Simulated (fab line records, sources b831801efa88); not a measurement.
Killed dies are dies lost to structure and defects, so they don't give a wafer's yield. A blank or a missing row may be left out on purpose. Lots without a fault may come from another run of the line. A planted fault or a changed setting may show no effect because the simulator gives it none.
Which tool did it? | flow sky130 | 24 lots, 72 wafers sampled, at 6 steps of a route of 708

WHAT THE GAUGES READ, wafer by wafer
SKY_POLY_GATE_CD_MEAS_22.
lot  | measured     | on        | cd_nm (nm)
L074 | day 17 14:30 | cd_sem-02 | 151.0 149.2 150.5
L075 | day 17 20:02 | cd_sem-02 | 147.5 147.0 147.8
L076 | day 18 04:08 | cd_sem-01 | 146.7 149.8 150.6
L077 | day 19 09:14 | cd_sem-02 | 147.3 147.4 146.4
L078 | day 19 14:34 | cd_sem-01 | 149.5 151.5 150.6
L079 | day 19 16:08 | cd_sem-02 | 152.0 151.2 149.7
L080 | day 20 01:26 | cd_sem-02 | 148.5 152.1 149.0
L081 | day 20 17:11 | cd_sem-01 | 148.0 150.8 148.4
L082 | day 20 22:41 | cd_sem-01 | 151.1 148.4 151.0
L083 | day 21 02:02 | cd_sem-01 | 153.0 154.4 152.2
L084 | day 21 18:39 | cd_sem-02 | 150.1 149.0 145.8
L085 | day 22 04:32 | cd_sem-01 | 152.2 151.4 150.0
L086 | day 22 15:16 | cd_sem-01 | 147.2 147.1 150.7
L088 | day 23 01:49 | cd_sem-02 | 153.1 150.8 151.7
L087 | day 23 04:24 | cd_sem-02 | 147.8 146.2 144.9
L089 | day 23 08:33 | cd_sem-01 | 152.4 154.2 150.5
L090 | day 23 19:28 | cd_sem-01 | 149.6 153.3 154.3
L091 | day 24 01:29 | cd_sem-02 | 151.3 145.2 148.2
L092 | day 24 09:55 | cd_sem-01 | 150.0 151.3 150.5
L093 | day 24 13:32 | cd_sem-01 | 145.9 147.5 145.4
L094 | day 24 20:31 | cd_sem-02 | 145.9 144.1 146.4
L095 | day 25 09:59 | cd_sem-02 | 144.6 149.5 147.8
L096 | day 25 17:03 | cd_sem-02 | 148.2 146.6 149.6
L097 | day 25 22:04 | cd_sem-01 | 150.8 146.3 152.4

SKY_LDD_LDN_TW_MEAS_13.
lot  | measured     | on            | LDD_LDN_TW
L074 | day 24 12:05 | film_metro-03 | 1480 1474 1475
L075 | day 24 17:46 | film_metro-01 | 1460 1460 1473
L076 | day 25 01:20 | film_metro-01 | 1461 1455 1459
L077 | day 26 04:47 | film_metro-03 | 1481 1480 1477
L078 | day 26 06:43 | film_metro-02 | 1481 1500 1488
L079 | day 26 08:42 | film_metro-02 | 1486 1487 1486
L080 | day 26 17:08 | film_metro-03 | 1481 1477 1479
L081 | day 27 07:54 | film_metro-03 | 1483 1485 1483
L082 | day 27 12:28 | film_metro-03 | 1487 1483 1487
L083 | day 27 16:23 | film_metro-02 | 1488 1487 1485
L084 | day 28 07:50 | film_metro-01 | 1471 1473 1466
L085 | day 28 16:24 | film_metro-03 | 1480 1474 1486
L086 | day 28 23:15 | film_metro-02 | 1488 1497 1485
L088 | day 29 09:13 | film_metro-03 | 1476 1479 1471
L087 | day 29 12:46 | film_metro-03 | 1475 1471 1475
L089 | day 29 15:04 | film_metro-03 | 1475 1480 1481
L090 | day 30 01:59 | film_metro-02 | 1488 1493 1488
L091 | day 30 05:06 | film_metro-01 | 1464 1466 1467
L092 | day 30 12:02 | film_metro-01 | 1473 1471 1468
L093 | day 30 17:41 | film_metro-01 | 1470 1474 1474
L094 | day 31 02:29 | film_metro-02 | 1487 1483 1490
L095 | day 31 10:47 | film_metro-02 | 1481 1486 1473
L096 | day 31 17:15 | film_metro-02 | 1484 1494 1483
L097 | day 32 00:38 | film_metro-01 | 1466 1463 1475

SKY_POLY_CUT_CD_MEAS_08: target cd 270 nm.
lot  | measured     | on        | cd_nm (nm)
L074 | day 26 00:57 | cd_sem-02 | 269.3 269.9 270.9
L075 | day 26 01:18 | cd_sem-01 | 271.5 271.3 270.4
L076 | day 26 07:48 | cd_sem-02 | 271.0 271.1 270.7
L077 | day 27 11:42 | cd_sem-02 | 270.9 271.8 270.5
L078 | day 27 13:37 | cd_sem-01 | 270.8 269.8 272.8
L079 | day 27 16:19 | cd_sem-01 | 267.8 266.8 265.6
L080 | day 27 23:48 | cd_sem-02 | 270.0 270.0 270.3
L081 | day 28 14:19 | cd_sem-01 | 271.1 269.8 270.1
L082 | day 28 20:36 | cd_sem-02 | 270.4 269.7 268.8
L083 | day 28 23:02 | cd_sem-01 | 269.5 270.4 269.5
L084 | day 29 14:41 | cd_sem-02 | 271.9 271.5 270.9
L085 | day 29 22:48 | cd_sem-01 | 269.5 269.4 268.7
L086 | day 30 05:38 | cd_sem-02 | 270.3 268.7 269.6
L088 | day 30 14:28 | cd_sem-01 | 273.0 271.3 271.3
L087 | day 30 17:58 | cd_sem-01 | 269.2 270.2 270.5
L089 | day 30 21:37 | cd_sem-02 | 269.2 269.8 270.3
L090 | day 31 07:18 | cd_sem-01 | 267.7 268.8 269.5
L091 | day 31 11:02 | cd_sem-02 | 270.6 270.0 270.0
L092 | day 31 17:13 | cd_sem-01 | 270.7 269.9 270.5
L093 | day 31 23:28 | cd_sem-01 | 270.0 269.5 269.8
L094 | day 32 08:04 | cd_sem-02 | 268.5 268.7 268.0
L095 | day 32 17:22 | cd_sem-01 | 267.6 267.4 268.2
L096 | day 32 21:28 | cd_sem-02 | 269.4 267.7 267.6
L097 | day 33 05:43 | cd_sem-01 | 268.2 268.4 270.4

SKY_SD_N_CD_MEAS_07: target cd 380 nm.
lot  | measured     | on        | cd_nm (nm)
L074 | day 29 17:32 | cd_sem-02 | 382.6 380.2 383.0
L075 | day 29 21:24 | cd_sem-01 | 380.5 379.9 378.6
L076 | day 29 23:34 | cd_sem-02 | 380.8 381.2 380.9
L077 | day 31 02:43 | cd_sem-01 | 377.4 379.3 376.2
L078 | day 31 03:32 | cd_sem-01 | 375.6 375.9 375.6
L079 | day 31 07:16 | cd_sem-02 | 378.0 377.1 381.5
L080 | day 31 11:51 | cd_sem-02 | 373.1 372.8 371.3
L081 | day 32 05:01 | cd_sem-02 | 383.8 383.4 384.2
L082 | day 32 10:09 | cd_sem-02 | 380.2 381.6 380.1
L083 | day 32 12:07 | cd_sem-02 | 382.7 383.5 384.2
L084 | day 33 02:02 | cd_sem-02 | 381.8 377.7 382.1
L085 | day 33 10:11 | cd_sem-02 | 383.2 382.4 384.3
L086 | day 33 17:37 | cd_sem-01 | 379.0 379.3 377.4
L088 | day 33 23:35 | cd_sem-01 | 381.5 381.6 379.2
L087 | day 34 04:42 | cd_sem-02 | 383.6 384.4 381.5
L089 | day 34 06:43 | cd_sem-02 | 380.1 380.3 381.1
L090 | day 34 17:30 | cd_sem-01 | 378.3 379.4 377.6
L091 | day 34 21:06 | cd_sem-01 | 379.4 380.6 381.4
L092 | day 35 02:00 | cd_sem-02 | 381.7 378.9 381.6
L093 | day 35 09:34 | cd_sem-02 | 377.1 377.1 377.5
L094 | day 35 15:29 | cd_sem-02 | 379.5 380.0 379.9
L095 | day 36 02:05 | cd_sem-02 | 379.7 382.8 382.9
L096 | day 36 06:41 | cd_sem-02 | 383.0 381.0 383.5
L097 | day 36 13:30 | cd_sem-01 | 378.4 377.9 379.8

SKY_SD_N_OVL_MEAS_08.
lot  | measured     | on         | SD_N_OVL (nm)
L074 | day 29 17:39 | overlay-02 | -1.1 -3.1 -0.3
L075 | day 29 21:31 | overlay-01 | -1.8 -1.0 -0.7
L076 | day 29 23:41 | overlay-02 | 0.2 1.5 -0.7
L077 | day 31 02:50 | overlay-01 | -0.9 1.8 1.3
L078 | day 31 03:37 | overlay-02 | 0.2 1.2 0.3
L079 | day 31 07:23 | overlay-02 | -0.2 0.7 0.1
L080 | day 31 11:58 | overlay-02 | -2.9 -1.8 -1.1
L081 | day 32 05:08 | overlay-02 | 0.7 2.1 -0.2
L082 | day 32 10:16 | overlay-02 | -2.0 -0.7 -1.3
L083 | day 32 12:13 | overlay-02 | 1.9 1.7 1.5
L084 | day 33 02:09 | overlay-01 | -0.8 1.3 -1.5
L085 | day 33 10:18 | overlay-02 | 1.0 -1.5 0.4
L086 | day 33 17:44 | overlay-01 | 0.1 -1.8 -0.7
L088 | day 33 23:41 | overlay-01 | 1.1 -2.2 0.3
L087 | day 34 04:47 | overlay-02 | -0.1 1.1 1.5
L089 | day 34 06:50 | overlay-02 | -1.3 0.7 -2.2
L090 | day 34 17:37 | overlay-01 | -1.5 -1.7 -1.3
L091 | day 34 21:13 | overlay-02 | 1.0 -0.7 0.6
L092 | day 35 02:07 | overlay-02 | 2.0 0.8 0.4
L093 | day 35 09:41 | overlay-01 | -0.8 -1.0 -2.2
L094 | day 35 15:36 | overlay-02 | -1.1 -1.6 0.6
L095 | day 36 02:12 | overlay-02 | -1.9 -0.3 -1.6
L096 | day 36 06:47 | overlay-01 | 1.8 -1.5 0.6
L097 | day 36 13:37 | overlay-01 | -1.9 -1.7 -0.2

SKY_SD_N_RS_MEAS_16: measures by four-point-probe.
lot  | measured     | on            | SD_N_RS (ohm/sq)
L074 | day 29 18:22 | film_metro-04 | 68.69 68.79 68.67
L075 | day 29 22:14 | film_metro-03 | 68.67 68.62 68.52
L076 | day 30 00:24 | film_metro-01 | 68.49 68.50 68.54
L077 | day 31 03:32 | film_metro-03 | 68.62 68.51 68.57
L078 | day 31 04:26 | film_metro-04 | 68.73 68.80 68.75
L079 | day 31 08:10 | film_metro-04 | 68.88 68.66 68.81
L080 | day 31 12:45 | film_metro-03 | 68.41 68.49 68.53
L081 | day 32 05:52 | film_metro-01 | 68.52 68.40 68.48
L082 | day 32 11:04 | film_metro-01 | 68.56 68.63 68.49
L083 | day 32 13:02 | film_metro-03 | 68.49 68.60 68.52
L084 | day 33 02:52 | film_metro-01 | 68.51 68.59 68.71
L085 | day 33 11:02 | film_metro-03 | 68.47 68.72 68.70
L086 | day 33 18:29 | film_metro-04 | 68.78 68.75 68.60
L088 | day 34 00:26 | film_metro-04 | 68.76 68.86 68.68
L087 | day 34 05:32 | film_metro-03 | 68.55 68.44 68.59
L089 | day 34 07:36 | film_metro-03 | 68.52 68.60 68.54
L090 | day 34 18:20 | film_metro-01 | 68.33 68.40 68.49
L091 | day 34 22:02 | film_metro-01 | 68.50 68.67 68.56
L092 | day 35 02:50 | film_metro-04 | 68.66 68.54 68.76
L093 | day 35 10:25 | film_metro-04 | 68.88 68.69 68.79
L094 | day 35 16:19 | film_metro-04 | 68.73 68.59 68.80
L095 | day 36 02:55 | film_metro-01 | 68.42 68.49 68.66
L096 | day 36 07:31 | film_metro-03 | 68.59 68.29 68.55
L097 | day 36 14:23 | film_metro-01 | 68.64 68.72 68.53

WHICH TOOL RAN EACH LOT (tool, then ch and the chambers of the sampled wafers, then the start)
The record holds no process step before these readings.

WHAT THE TOOLS THEMSELVES READ (means of the sampled wafers that have a number; where no wafer has one, the mark that the record gives instead)
The record holds no such reading with a usual standard deviation.

THE ANSWER, worked out from the rows above alone
Rule: what is usual is taken from the lots themselves. Put in order of their means at a reading, lots are off if they are a third of the lots or fewer, leave a main group of 4 or more, and stand apart from it by a gap of 3 or more times the standard deviation of the main group's means; of several such gaps the widest counts. A main group whose means are all the same, to the digits that the tables above print for the reading, isn't used. A lot without any number at a reading at which 4 lots or more have one is off too. The other lots that the step has rows for count as sound. The gauges are gone through in route order, then the tools' own readings, and for those a lot's mean is taken as printed above. The first step at which some lot is off is used, and at that step the reading that is off furthest; a lot without a number counts as furthest.
No lot is off at any reading shown: from this, nothing can be told.

WHAT THE SIMULATOR HAD PUT IN
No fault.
